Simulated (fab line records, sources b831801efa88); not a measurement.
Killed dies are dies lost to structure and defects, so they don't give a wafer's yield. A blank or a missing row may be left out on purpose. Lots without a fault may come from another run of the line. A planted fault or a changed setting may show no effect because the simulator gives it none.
Which tool did it? | flow sky130 | 11 lots, 33 wafers sampled, at 2 steps of a route of 708

WHAT THE GAUGES READ, wafer by wafer
SKY_SPACER_THK_MEAS_01. Usual: SPACER_CVD_00_THK 43.0 nm, standard deviation 0.41.
lot  | measured     | on            | SPACER_CVD_00_THK (nm) | flag
L150 | day 24 11:55 | film_metro-01 | 43.4 43.4 43.3         |
L154 | day 25 03:50 | film_metro-04 | 42.6 42.4 42.8         |
L155 | day 25 14:27 | film_metro-01 | 42.2 43.0 43.0         |
L165 | day 28 07:49 | film_metro-04 | 43.6 43.6 43.5         |
L166 | day 28 12:29 | film_metro-02 | 42.9 43.2 43.0         |
L167 | day 28 22:43 | film_metro-04 | 43.0 42.4 42.8         |
L168 | day 29 10:49 | film_metro-01 | 43.0 42.6 42.7         |
L169 | day 29 16:19 | film_metro-02 | 42.6 42.4 42.5         |
L170 | day 30 07:11 | film_metro-04 | 42.8 42.7 42.5         |
L171 | day 30 17:11 | film_metro-04 | 42.7 42.9 43.1         |
L173 | day 30 19:38 | film_metro-04 | 43.6 43.4 43.5         |

WHICH TOOL RAN EACH LOT (tool, then ch and the chambers of the sampled wafers, then the start)
lot  | SKY_LDD_HVP_STRIP_09
L150 | plasma_asher-03 ch 0, day 23 02:32
L154 | plasma_asher-02 ch 0,1, day 23 20:20
L155 | plasma_asher-04 ch 0,1, day 24 07:34
L165 | plasma_asher-02 ch 0,1, day 27 00:01
L166 | plasma_asher-04 ch 0,1, day 27 04:39
L167 | plasma_asher-04 ch 0,1, day 27 15:46
L168 | plasma_asher-03 ch 0,1, day 28 04:39
L169 | plasma_asher-04 ch 0,1, day 28 10:04
L170 | plasma_asher-02 ch 0,1, day 28 21:05
L171 | plasma_asher-04 ch 0,1, day 29 11:11
L173 | plasma_asher-02 ch 0,1, day 29 13:23
- SKY_LDD_HVP_STRIP_09: strips in O2/N2.

WHAT THE TOOLS THEMSELVES READ (means of the sampled wafers that have a number; where no wafer has one, the mark that the record gives instead)
SKY_LDD_HVP_STRIP_09. Usual: drypump_motor_current_A 5.7 A, standard deviation 0.4; n2_flow_sccm 300.1 sccm, standard deviation 0.83; oes_product_au 0.409 a.u., standard deviation 0.004; strip_time_to_endpoint_s 4.134 s, standard deviation 0.015.
lot  | tool            | drypump_motor_current_A (A) | n2_flow_sccm (sccm) | oes_product_au (a.u.) | strip_time_to_endpoint_s (s) | flag
L150 | plasma_asher-03 | 5.6                         | 300.3               | 0.411                 | 4.115                        |
L154 | plasma_asher-02 | 5.5                         | 300.8               | 0.407                 | 4.143                        |
L155 | plasma_asher-04 | 6.1                         | 299.3               | 0.410                 | 4.132                        |
L165 | plasma_asher-02 | 5.5                         | 300.6               | 0.412                 | 4.151                        |
L166 | plasma_asher-04 | 6.1                         | 300.9               | 0.407                 | 4.127                        |
L167 | plasma_asher-04 | 6.2                         | 300.6               | 0.409                 | 4.130                        |
L168 | plasma_asher-03 | 5.7                         | 300.4               | 0.407                 | 4.143                        |
L169 | plasma_asher-04 | 6.2                         | 300.5               | 0.412                 | 4.147                        |
L170 | plasma_asher-02 | 5.3                         | 299.8               | 0.411                 | 4.136                        |
L171 | plasma_asher-04 | 6.2                         | 300.1               | 0.408                 | 4.139                        |
L173 | plasma_asher-02 | 5.3                         | 300.8               | 0.404                 | 4.139                        |

THE ANSWER, worked out from the rows above alone
Rule: a lot is off if the mean of its wafers that have a number lies more than 3 standard deviations from the usual mean. A lot without any number at a reading at which 4 lots or more have one is off too. The other lots that the step has rows for count as sound. The gauges are gone through in route order, then the tools' own readings, and for those a lot's mean is taken as printed above. The first step at which some lot is off is used, and at that step the reading that is off furthest; a lot without a number counts as furthest.
No lot is off at any reading shown: from this, nothing can be told.

WHAT THE SIMULATOR HAD PUT IN
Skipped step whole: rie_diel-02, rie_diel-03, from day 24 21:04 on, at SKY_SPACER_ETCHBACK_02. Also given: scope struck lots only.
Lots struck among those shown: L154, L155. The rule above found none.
